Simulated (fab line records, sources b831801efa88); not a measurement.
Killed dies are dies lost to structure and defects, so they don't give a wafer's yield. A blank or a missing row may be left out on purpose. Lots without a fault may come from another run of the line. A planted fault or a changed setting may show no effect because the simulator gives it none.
One fault seen from 2 desks | flow gf180mcu | each desk has only its own numbers; what lay behind them comes last

THE METROLOGY DESK
What the gauges read, lot by lot, whatever tool the lot ran on: means of the sampled wafers that have a number. A lot is out of limits, marked OUT, if its mean lies more than 4 standard deviations from the usual mean; the brackets give that distance.
Columns: A = cd_nm at GF_V4_CD_MEAS_14, usual 260.1 nm
lot  | first seen here | A
L355 | day 24 21:55    | 260.3
L357 | day 25 17:04    | 260.2
L358 | day 26 06:46    | 259.4
L362 | day 27 07:13    | 260.5
L361 | day 27 11:58    | 258.8
L366 | day 28 17:19    | 270.4 (+9.3) OUT
L371 | day 30 00:58    | 260.1
L374 | day 31 00:41    | 260.2
L375 | day 31 01:58    | 261.1
L376 | day 31 08:06    | 258.3
L378 | day 31 18:13    | 258.6
L377 | day 31 20:25    | 261.9
This desk's finding: out of limits on L366; first on L366, day 28 17:19 (cd_nm at GF_V4_CD_MEAS_14). In limits: L355, L357, L358, L362, L361, L371, L374, L375, L376, L378, L377.

THE TOOL OWNER'S DESK: krf_scanner-02
The tool's own readings at GF_V4_EXPOSE_11 (exposes mask Via4, target cd 260 nm): means of the sampled wafers that have a number, for each lot that ran on this tool. A lot is out of limits, marked OUT, if its mean lies more than 4 standard deviations from the usual mean; the brackets give that distance.
Columns: A = exposure_dose_mJ_cm2 at GF_V4_EXPOSE_11, usual 37.94
lot  | first seen here | A
L357 | day 25 06:11    | 37.95
L358 | day 25 20:04    | 37.88
L361 | day 27 01:44    | 37.91
L366 | day 28 08:08    | 36.73 (-32) OUT
L376 | day 30 23:25    | 37.93
L377 | day 31 11:56    | 37.93
This desk's finding: out of limits on L366; first on L366, day 28 08:08 (exposure_dose_mJ_cm2 at GF_V4_EXPOSE_11). In limits: L357, L358, L361, L376, L377.

PUT TOGETHER
The tool owner's desk could have raised an alarm at day 28 08:08, on L366.
The metrology desk could have raised an alarm at day 28 17:19, on L366.
Of the lots named, all ran GF_V4_EXPOSE_11 on krf_scanner-02.

WHAT THE SIMULATOR HAD PUT IN
Process parameter drift: krf_scanner-02, from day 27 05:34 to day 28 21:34, at GF_V4_EXPOSE_11. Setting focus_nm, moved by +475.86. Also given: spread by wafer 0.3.
Lots struck among those shown: L366.
Hours from the fault's start to each desk's first reading out of limits: the tool owner's desk, 27; the metrology desk, 36.
